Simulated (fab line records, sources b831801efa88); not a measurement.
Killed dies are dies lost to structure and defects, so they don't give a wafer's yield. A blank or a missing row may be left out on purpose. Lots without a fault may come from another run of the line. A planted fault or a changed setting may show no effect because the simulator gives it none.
A struck lot beside a sound one | flow sky130 | 23 steps out of a route of 708
Sound: wafers L813.1, L813.4, L813.6. Struck: wafers L828.3, L828.6. (L828.5 of the same lot was not struck and is left out.) The cause comes at the end.
At each step with rows: each side's tool, then ch and its chambers, then its first start. Under that, the readings that differ: sound wafers | struck wafers | difference of the means | sigmas: that difference in standard deviations of wafers without a fault.
alike: readings whose means differ by less than 2 such deviations, and words and numbers that are the same on both sides. not compared: withheld readings, readings that some wafer has no value for, bounds like >300 that may hide the same value, and numbers for which the record gives no deviation and whose values overlap.
The two part at a step that has a row with sigmas, a row that says differs or no value, or rows on one side only. Numbers that don't overlap but have no deviation are shown without sigmas and don't part them. A reading that every wafer of one side lacks parts them only if that side has two wafers or more.

first, 5 steps without rows for these wafers: SKY_POLY_CUT_COAT_03 (resist thk 450 nm); SKY_POLY_CUT_SOFTBAKE_04 (time 90 s); SKY_POLY_CUT_EXPOSE_05 (exposes mask NPCM, target cd 270 nm); SKY_POLY_CUT_PEB_06; SKY_POLY_CUT_DEVELOP_07 (develop time 60 s).
SKY_POLY_CUT_CD_MEAS_08: target cd 270 nm.
  sound on cd_sem-02, day 25 10:49; struck on cd_sem-02, day 30 01:59
  alike: cd_nm
SKY_POLY_CUT_OVL_MEAS_09:
  sound on overlay-01, day 25 10:56; struck on overlay-02, day 30 02:05
  alike: POLY_CUT_OVL
SKY_POLY_CUT_ETCH_10: etches BARC in N2/H2, stops on SiO2, time 45.9 s, target depth 60 nm.
  sound on rie_diel-02 ch 0,3, day 25 10:58; struck on rie_diel-03 ch 2, day 30 02:07
  alike: drypump_motor_current_A, oes_product_au, throttle_valve_pct
  not compared: rf_hours_counter_h
SKY_POLY_CUT_ETCH_11: etches Si3N4 in CF4/CH2F2/Ar, stops on poly-Si, time 42.5 s, target depth 60 nm.
  sound on rie_diel-02 ch 0,3, day 25 11:01; struck on rie_diel-03 ch 2, day 30 02:09
  alike: drypump_motor_current_A, oes_product_au, throttle_valve_pct
  not compared: rf_hours_counter_h
SKY_POLY_CUT_STRIP_12: strips in O2/N2.
  sound on plasma_asher-02 ch 1, day 25 11:03; struck on plasma_asher-02 ch 0, day 30 02:13
  reading                      | sound             | struck      | difference | sigmas
  drypump_motor_current_A (A)  | 5.2 5.2 5.2       | 6.3 6.4     | +1.1       | +3
  strip_time_to_endpoint_s (s) | 5.376 5.380 5.375 | 5.344 5.311 | -0.049     | -3
  alike: oes_product_au
  not compared: rf_hours_counter_h
then, 2 steps without rows for these wafers: SKY_SD_P_DEHYDRATE_00 (time 60 s); SKY_SD_P_HMDS_01 (prime time 60 s).
SKY_SD_P_COAT_02: resist thk 1140 nm.
  sound on litho_track-04 ch 0, day 26 01:52; struck on litho_track-04 ch 0, day 30 16:04
  reading                                   | sound          | struck    | difference | sigmas
  model.NOVOLAK_of_SD_P_COAT_02.thk_nm (nm) | 1141 1144 1147 | 1206 1205 | +62        |
then, 3 steps without rows for these wafers: SKY_SD_P_SOFTBAKE_03 (time 60 s); SKY_SD_P_EXPOSE_04 (exposes mask PSDM, target cd 380 nm); SKY_SD_P_PEB_05.
SKY_SD_P_DEVELOP_06: develop time 60 s.
  sound on litho_track-04 ch 0, day 26 16:34; struck on litho_track-02 ch 0, day 31 06:05
  reading                                   | sound          | struck    | difference | sigmas
  model.NOVOLAK_of_SD_P_COAT_02.thk_nm (nm) | 1141 1144 1146 | 1205 1204 | +61        |
SKY_SD_P_CD_MEAS_07: target cd 380 nm.
  sound on cd_sem-01, day 26 16:43; struck on cd_sem-01, day 31 06:13
  reading    | sound             | struck      | difference | sigmas
  cd_nm (nm) | 382.3 381.6 383.7 | 374.8 375.0 | -7.6       | -3
SKY_SD_P_OVL_MEAS_08:
  sound on overlay-02, day 26 16:50; struck on overlay-01, day 31 06:19
  reading       | sound          | struck   | difference | sigmas
  SD_P_OVL (nm) | -3.0 -4.7 -5.5 | 0.3 -0.1 | +4.5       | +3
then, 1 step without rows for these wafers: SKY_SD_P_IMPLANT_09.
SKY_SD_P_STRIP_10: strips in O2/N2.
  sound on plasma_asher-01 ch 0,1, day 26 17:01; struck on plasma_asher-03 ch 1, day 31 06:31
  reading                      | sound             | struck      | difference | sigmas
  strip_time_to_endpoint_s (s) | 17.51 17.55 17.57 | 18.22 18.21 | +0.67      | +15
  alike: drypump_motor_current_A, oes_product_au
  not compared: rf_hours_counter_h
SKY_SD_P_TW_MEAS_11:
  sound on film_metro-03, day 26 17:07; struck on film_metro-03, day 31 06:36
  alike: SD_P_TW
-- the record jumps here: 19 days lie between the struck wafers' starts before and after (it left off in module SD_P and takes up again in module PAD_OPEN, whose first step shown is number 708 of the route) --
SKY_PAD_OPEN_PROBE_99:
  sound on prober-02, day 46 17:22; struck on prober-02, day 49 22:29
  alike: killed_at_M0_to_M3, killed_at_M4_up, killed_at_contacts, killed_at_front_end, killed_at_other, killed_dies, killed_open, killed_short

WHERE THEY PART
First at SKY_POLY_CUT_STRIP_12; last, within this record, at SKY_SD_P_STRIP_10. Later steps at which nothing parts them and some readings are alike: SKY_SD_P_TW_MEAS_11, SKY_PAD_OPEN_PROBE_99.

WHY: what the simulator had put in
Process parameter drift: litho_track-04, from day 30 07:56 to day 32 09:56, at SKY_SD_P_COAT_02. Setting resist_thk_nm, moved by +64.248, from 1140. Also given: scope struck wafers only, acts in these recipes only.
